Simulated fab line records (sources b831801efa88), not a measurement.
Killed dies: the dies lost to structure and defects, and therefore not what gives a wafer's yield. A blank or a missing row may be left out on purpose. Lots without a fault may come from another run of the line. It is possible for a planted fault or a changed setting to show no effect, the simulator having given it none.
What tool caused it? / flow gf180mcu / 72 wafers from 24 lots sampled at 4 of the route's 602 steps

## WHAT THE GAUGES SHOWED, per wafer
GF_PSD_RS_MEAS_15: a four-point-probe measurement.
lot=L074; measured=day 14 02:17; on=film-metro-01; PSD_RS (ohm/sq)=108.3 108.7 108.3
lot=L075; measured=day 14 12:25; on=film-metro-01; PSD_RS (ohm/sq)=108.4 108.3 109.0
lot=L076; measured=day 14 19:04; on=film-metro-03; PSD_RS (ohm/sq)=109.2 108.8 109.1
lot=L077; measured=day 15 01:43; on=film-metro-01; PSD_RS (ohm/sq)=108.7 108.6 108.4
lot=L078; measured=day 15 15:25; on=film-metro-04; PSD_RS (ohm/sq)=108.6 108.6 108.6
lot=L079; measured=day 16 03:49; on=film-metro-03; PSD_RS (ohm/sq)=108.6 108.4 108.5
lot=L080; measured=day 16 09:47; on=film-metro-01; PSD_RS (ohm/sq)=108.6 108.8 108.5
lot=L081; measured=day 16 18:49; on=film-metro-03; PSD_RS (ohm/sq)=109.0 109.2 108.9
lot=L082; measured=day 17 15:32; on=film-metro-03; PSD_RS (ohm/sq)=109.1 109.0 108.9
lot=L083; measured=day 17 22:04; on=film-metro-01; PSD_RS (ohm/sq)=108.2 108.3 108.3
lot=L084; measured=day 17 23:07; on=film-metro-01; PSD_RS (ohm/sq)=108.6 108.8 108.6
lot=L086; measured=day 18 14:13; on=film-metro-03; PSD_RS (ohm/sq)=109.2 108.2 108.7
lot=L085; measured=day 18 15:16; on=film-metro-03; PSD_RS (ohm/sq)=109.4 109.2 109.2
lot=L087; measured=day 19 06:05; on=film-metro-03; PSD_RS (ohm/sq)=108.8 108.9 108.9
lot=L088; measured=day 19 15:48; on=film-metro-04; PSD_RS (ohm/sq)=108.7 108.6 108.5
lot=L089; measured=day 19 16:25; on=film-metro-01; PSD_RS (ohm/sq)=108.6 108.9 109.0
lot=L090; measured=day 20 02:33; on=film-metro-03; PSD_RS (ohm/sq)=108.7 109.0 108.9
lot=L091; measured=day 20 12:23; on=film-metro-03; PSD_RS (ohm/sq)=108.8 108.6 109.0
lot=L092; measured=day 20 21:23; on=film-metro-01; PSD_RS (ohm/sq)=108.0 108.4 108.2
lot=L094; measured=day 21 07:50; on=film-metro-04; PSD_RS (ohm/sq)=109.0 109.2 108.5
lot=L093; measured=day 21 09:12; on=film-metro-01; PSD_RS (ohm/sq)=108.2 108.3 108.6
lot=L095; measured=day 21 15:34; on=film-metro-01; PSD_RS (ohm/sq)=108.1 107.8 107.8
lot=L096; measured=day 21 20:14; on=film-metro-03; PSD_RS (ohm/sq)=109.4 109.1 109.3
lot=L097; measured=day 22 05:09; on=film-metro-01; PSD_RS (ohm/sq)=108.4 108.8 108.7

GF_M2_OVL_MEAS_15.
lot=L074; measured=day 19 04:31; on=overlay-01; M2_OVL (nm)=5 2 1
lot=L075; measured=day 19 11:46; on=overlay-01; M2_OVL (nm)=-5 -2 0
lot=L076; measured=day 19 20:16; on=overlay-02; M2_OVL (nm)=-6 1 1
lot=L077; measured=day 20 02:37; on=overlay-02; M2_OVL (nm)=4 6 -3
lot=L078; measured=day 20 18:25; on=overlay-01; M2_OVL (nm)=0 1 -13
lot=L079; measured=day 21 07:05; on=overlay-02; M2_OVL (nm)=-1 -13 -3
lot=L080; measured=day 21 13:06; on=overlay-02; M2_OVL (nm)=1 1 7
lot=L081; measured=day 21 23:38; on=overlay-01; M2_OVL (nm)=0 -5 4
lot=L082; measured=day 22 20:37; on=overlay-02; M2_OVL (nm)=5 1 -4
lot=L083; measured=day 23 02:04; on=overlay-01; M2_OVL (nm)=-8 -9 -3
lot=L084; measured=day 23 03:25; on=overlay-01; M2_OVL (nm)=-6 -9 -11
lot=L086; measured=day 23 18:28; on=overlay-01; M2_OVL (nm)=8 1 12
lot=L085; measured=day 23 19:59; on=overlay-01; M2_OVL (nm)=-4 2 -6
lot=L087; measured=day 24 09:48; on=overlay-01; M2_OVL (nm)=-1 12 2
lot=L088; measured=day 24 17:22; on=overlay-02; M2_OVL (nm)=-4 1 -3
lot=L089; measured=day 24 17:40; on=overlay-02; M2_OVL (nm)=4 -6 -3
lot=L090; measured=day 25 04:25; on=overlay-01; M2_OVL (nm)=5 -5 -1
lot=L091; measured=day 25 13:49; on=overlay-01; M2_OVL (nm)=4 -2 6
lot=L092; measured=day 25 20:21; on=overlay-02; M2_OVL (nm)=3 -4 3
lot=L094; measured=day 26 05:01; on=overlay-02; M2_OVL (nm)=-3 2 -11
lot=L093; measured=day 26 05:58; on=overlay-01; M2_OVL (nm)=2 -6 -2
lot=L095; measured=day 26 13:31; on=overlay-02; M2_OVL (nm)=-5 -6 -1
lot=L096; measured=day 26 16:26; on=overlay-01; M2_OVL (nm)=-8 -9 -8
lot=L097; measured=day 26 23:49; on=overlay-01; M2_OVL (nm)=10 3 -1

GF_V2_THK_MEAS_01.
lot=L074; measured=day 19 05:16; on=film-metro-04; V2_CVD_00_THK (nm)=603 601 610
lot=L075; measured=day 19 12:31; on=film-metro-02; V2_CVD_00_THK (nm)=602 601 604
lot=L076; measured=day 19 21:01; on=film-metro-03; V2_CVD_00_THK (nm)=603 606 600
lot=L077; measured=day 20 03:22; on=film-metro-04; V2_CVD_00_THK (nm)=596 602 596
lot=L078; measured=day 20 19:10; on=film-metro-04; V2_CVD_00_THK (nm)=605 600 597
lot=L079; measured=day 21 07:50; on=film-metro-03; V2_CVD_00_THK (nm)=605 605 604
lot=L080; measured=day 21 13:52; on=film-metro-04; V2_CVD_00_THK (nm)=597 606 603
lot=L081; measured=day 22 00:24; on=film-metro-02; V2_CVD_00_THK (nm)=595 597 596
lot=L082; measured=day 22 21:26; on=film-metro-03; V2_CVD_00_THK (nm)=590 601 599
lot=L083; measured=day 23 02:50; on=film-metro-02; V2_CVD_00_THK (nm)=605 603 595
lot=L084; measured=day 23 04:15; on=film-metro-02; V2_CVD_00_THK (nm)=608 608 602
lot=L086; measured=day 23 19:19; on=film-metro-03; V2_CVD_00_THK (nm)=608 605 603
lot=L085; measured=day 23 20:44; on=film-metro-02; V2_CVD_00_THK (nm)=595 601 596
lot=L087; measured=day 24 10:34; on=film-metro-02; V2_CVD_00_THK (nm)=599 600 604
lot=L088; measured=day 24 18:16; on=film-metro-02; V2_CVD_00_THK (nm)=603 594 605
lot=L089; measured=day 24 18:26; on=film-metro-02; V2_CVD_00_THK (nm)=600 602 601
lot=L090; measured=day 25 05:17; on=film-metro-03; V2_CVD_00_THK (nm)=601 601 598
lot=L091; measured=day 25 14:59; on=film-metro-04; V2_CVD_00_THK (nm)=594 595 595
lot=L092; measured=day 25 22:08; on=film-metro-02; V2_CVD_00_THK (nm)=598 599 602
lot=L094; measured=day 26 05:53; on=film-metro-04; V2_CVD_00_THK (nm)=596 596 600
lot=L093; measured=day 26 06:44; on=film-metro-04; V2_CVD_00_THK (nm)=595 605 599
lot=L095; measured=day 26 14:40; on=film-metro-04; V2_CVD_00_THK (nm)=595 606 594
lot=L096; measured=day 26 17:11; on=film-metro-04; V2_CVD_00_THK (nm)=597 602 593
lot=L097; measured=day 27 00:35; on=film-metro-02; V2_CVD_00_THK (nm)=593 593 604

## EACH LOT AND THE TOOL THAT RAN IT (in order: tool; ch and the chambers of the sampled wafers; start)
lot=L074; GF_CONTACT_CVD_24=cvd-w-02 ch 0,1, day 15 23:19
lot=L075; GF_CONTACT_CVD_24=cvd-w-01 ch 0,1, day 16 10:11
lot=L076; GF_CONTACT_CVD_24=cvd-w-01 ch 0,1, day 16 16:58
lot=L077; GF_CONTACT_CVD_24=cvd-w-01 ch 0,1, day 16 23:33
lot=L078; GF_CONTACT_CVD_24=cvd-w-02 ch 0,1, day 17 14:41
lot=L079; GF_CONTACT_CVD_24=cvd-w-02 ch 0,1, day 18 03:41
lot=L080; GF_CONTACT_CVD_24=cvd-w-01 ch 0,1, day 18 10:12
lot=L081; GF_CONTACT_CVD_24=cvd-w-02 ch 1, day 18 19:57
lot=L082; GF_CONTACT_CVD_24=cvd-w-02 ch 0,1, day 19 17:03
lot=L083; GF_CONTACT_CVD_24=cvd-w-02 ch 0,1, day 20 00:11
lot=L084; GF_CONTACT_CVD_24=cvd-w-01 ch 0,1, day 20 00:40
lot=L086; GF_CONTACT_CVD_24=cvd-w-02 ch 0,1, day 20 16:44
lot=L085; GF_CONTACT_CVD_24=cvd-w-02 ch 0,1, day 20 17:31
lot=L087; GF_CONTACT_CVD_24=cvd-w-01 ch 0,1, day 21 08:30
lot=L088; GF_CONTACT_CVD_24=cvd-w-01 ch 0,1, day 21 17:48
lot=L089; GF_CONTACT_CVD_24=cvd-w-02 ch 0,1, day 21 18:49
lot=L090; GF_CONTACT_CVD_24=cvd-w-01 ch 0,1, day 22 05:11
lot=L091; GF_CONTACT_CVD_24=cvd-w-02 ch 0,1, day 22 14:27
lot=L092; GF_CONTACT_CVD_24=cvd-w-01 ch 0,1, day 22 23:24
lot=L094; GF_CONTACT_CVD_24=cvd-w-02 ch 0,1, day 23 08:02
lot=L093; GF_CONTACT_CVD_24=cvd-w-01 ch 0,1, day 23 10:21
lot=L095; GF_CONTACT_CVD_24=cvd-w-02 ch 0,1, day 23 16:00
lot=L096; GF_CONTACT_CVD_24=cvd-w-01 ch 0,1, day 23 20:50
lot=L097; GF_CONTACT_CVD_24=cvd-w-01 ch 0,1, day 24 05:12
- GF_CONTACT_CVD_24: deposits W, target thk 300 nm, time 90.339 s.

## WHAT THE TOOLS THEMSELVES READ (means of the sampled wafers that have a number; where no wafer has one, the mark that the record gives instead)
GF_CONTACT_CVD_24.
lot=L074; tool=cvd-w-02; heater-power-w (W)=734
lot=L075; tool=cvd-w-01; heater-power-w (W)=951
lot=L076; tool=cvd-w-01; heater-power-w (W)=954
lot=L077; tool=cvd-w-01; heater-power-w (W)=960
lot=L078; tool=cvd-w-02; heater-power-w (W)=741
lot=L079; tool=cvd-w-02; heater-power-w (W)=739
lot=L080; tool=cvd-w-01; heater-power-w (W)=909
lot=L081; tool=cvd-w-02; heater-power-w (W)=663
lot=L082; tool=cvd-w-02; heater-power-w (W)=699
lot=L083; tool=cvd-w-02; heater-power-w (W)=707
lot=L084; tool=cvd-w-01; heater-power-w (W)=870
lot=L086; tool=cvd-w-02; heater-power-w (W)=746
lot=L085; tool=cvd-w-02; heater-power-w (W)=713
lot=L087; tool=cvd-w-01; heater-power-w (W)=911
lot=L088; tool=cvd-w-01; heater-power-w (W)=902
lot=L089; tool=cvd-w-02; heater-power-w (W)=742
lot=L090; tool=cvd-w-01; heater-power-w (W)=870
lot=L091; tool=cvd-w-02; heater-power-w (W)=711
lot=L092; tool=cvd-w-01; heater-power-w (W)=917
lot=L094; tool=cvd-w-02; heater-power-w (W)=754
lot=L093; tool=cvd-w-01; heater-power-w (W)=917
lot=L095; tool=cvd-w-02; heater-power-w (W)=702
lot=L096; tool=cvd-w-01; heater-power-w (W)=866
lot=L097; tool=cvd-w-01; heater-power-w (W)=895

## THE ANSWER, worked out from the rows above alone
Rule: what is usual is taken from the lots themselves. The widest of any qualifying gaps counts: lots, ordered by their means at a reading, are off when they make up no more than a third of the lots, leave a main group of 4 or more, and stand apart from it by 3 or more times the standard deviation of that group's means. Not used: any main group whose means are identical at the precision the tables above print for the reading. Also off: a lot with no number at a reading for which 4 or more lots have one. All remaining lots with rows at the step are treated as sound. After the gauges, taken in route order, come the tools' own readings; for these a lot's mean is taken, as printed above. The first step at which some lot is off is used, and at that step the reading that is off furthest; a lot without a number counts as furthest.
No lot is off on any of the readings shown, so nothing can be concluded from this.

## WHAT THE SIMULATOR HAD INSERTED
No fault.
